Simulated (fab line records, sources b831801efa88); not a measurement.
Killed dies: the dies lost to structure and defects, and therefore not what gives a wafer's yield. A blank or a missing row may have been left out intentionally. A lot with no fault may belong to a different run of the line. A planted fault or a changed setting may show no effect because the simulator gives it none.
Which tool is to blame?	flow gf180mcu	Sampling: 13 lots, 39 wafers, 3 of 602 route steps

== WHAT THE GAUGES SHOWED, per wafer ==
GF_V2_CD_MEAS_14 targets a cd of 260 nm. Usual: cd-nm at 260.2 nm, with a standard deviation of 1.4.
lot	measured	on	cd-nm (nm)	flag
L695	day 20 00:35	cd-sem-02	258.8 260.2 260.7	
L696	day 20 04:30	cd-sem-02	259.0 260.0 259.5	
L697	day 20 17:44	cd-sem-02	260.0 259.5 259.8	
L698	day 21 05:22	cd-sem-02	258.9 258.8 258.1	
L699	day 21 14:19	cd-sem-01	260.4 259.7 262.1	
L700	day 21 23:35	cd-sem-01	258.9 259.0 258.9	
L703	day 23 08:10	cd-sem-02	259.4 261.1 259.7	
L704	day 23 17:48	cd-sem-01	260.4 259.9 260.1	
L706	day 24 13:01	cd-sem-01	259.0 258.7 258.5	
L707	day 24 20:15	cd-sem-01	260.1 259.6 259.7	
L708	day 25 06:46	cd-sem-02	259.0 258.8 257.3	
L713	day 26 18:43	cd-sem-02	260.3 260.7 261.4	
L716	day 27 18:28	cd-sem-01	260.6 262.2 260.3	

GF_V2_RS_MEAS_24: a four-point-probe measurement. Usual: V2_W_RS typically reads 0.328 ohm/sq, with standard deviation 0.0033.
lot	measured	on	V2_W_RS (ohm/sq)	flag
L695	day 20 01:37	film-metro-04	0.325 0.324 0.324	
L696	day 20 05:32	film-metro-04	0.330 0.329 0.329	
L697	day 20 18:46	film-metro-04	0.327 0.330 0.324	
L698	day 21 06:24	film-metro-03	0.326 0.326 0.323	
L699	day 21 15:23	film-metro-03	0.327 0.323 0.328	
L700	day 22 00:38	film-metro-04	0.328 0.321 0.321	
L703	day 23 09:32	film-metro-04	0.326 0.328 0.327	
L704	day 23 18:51	film-metro-04	0.323 0.324 0.319	
L706	day 24 14:03	film-metro-03	0.332 0.327 0.327	
L707	day 24 21:17	film-metro-03	0.322 0.326 0.325	
L708	day 25 07:50	film-metro-03	0.328 0.332 0.330	
L713	day 26 19:45	film-metro-04	0.328 0.330 0.327	
L716	day 27 19:31	film-metro-04	0.329 0.332 0.332	

== TOOL THAT RAN EACH LOT (tool first, then ch and the chambers of the sampled wafers, then the start) ==
lot	GF_V2_CMP_04
L695	cmp-02 ch 1,2,3, day 19 00:25
L696	cmp-02 ch 2,3, day 19 04:01
L697	cmp-02 ch 1,2,3, day 19 17:24
L698	cmp-02 ch 0,1,3, day 20 05:42
L699	cmp-01 ch 0,1,3, day 20 14:24
L700	cmp-02 ch 0,1,2, day 21 00:04
L703	cmp-01 ch 0,1, day 22 08:22
L704	cmp-02 ch 0,3, day 22 18:32
L706	cmp-01 ch 0,2,3, day 23 13:59
L707	cmp-02 ch 0,2,3, day 23 21:47
L708	cmp-02 ch 0,1,3, day 24 09:14
L713	cmp-01 ch 1,2, day 25 22:33
L716	cmp-02 ch 2,3, day 26 22:26
- GF_V2_CMP_04: polishes SiO2.

== AS READ BY THE TOOLS THEMSELVES (means over the sampled wafers that have a number; for cases with no such wafer, the mark the record gives instead) ==
GF_V2_CMP_04. Usual: motor-current-A 12.6 A, standard deviation 1.8; time-to-endpoint-s 81 s, standard deviation 6.2.
lot	tool	motor-current-A (A)	time-to-endpoint-s (s)	flag
L695	cmp-02	11.4	76	
L696	cmp-02	11.1	81	
L697	cmp-02	11.6	83	
L698	cmp-02	11.5	76	
L699	cmp-01	13.6	83	
L700	cmp-02	11.4	84	
L703	cmp-01	14.9	87	
L704	cmp-02	11.3	84	
L706	cmp-01	14.3	74	
L707	cmp-02	10.9	82	
L708	cmp-02	11.7	73	
L713	cmp-01	13.5	83	
L716	cmp-02	11.5	81	

== THE ANSWER, worked out from the rows above alone ==
Rule: a lot counts as off when the mean over its wafers that have a number is more than 3 standard deviations away from the usual mean. Also off: a lot with no number at a reading for which 4 or more lots have one. Where the step has rows for the other lots, those lots are counted as sound. The gauges are gone through in route order, then the tools' own readings, and for those a lot's mean is taken as printed above. At the first step where some lot is off, the reading lying furthest off is the one used; lots without a number count as furthest.
None of the lots is off at any reading shown; this tells nothing.

== WHAT WAS PUT IN BY THE SIMULATOR ==
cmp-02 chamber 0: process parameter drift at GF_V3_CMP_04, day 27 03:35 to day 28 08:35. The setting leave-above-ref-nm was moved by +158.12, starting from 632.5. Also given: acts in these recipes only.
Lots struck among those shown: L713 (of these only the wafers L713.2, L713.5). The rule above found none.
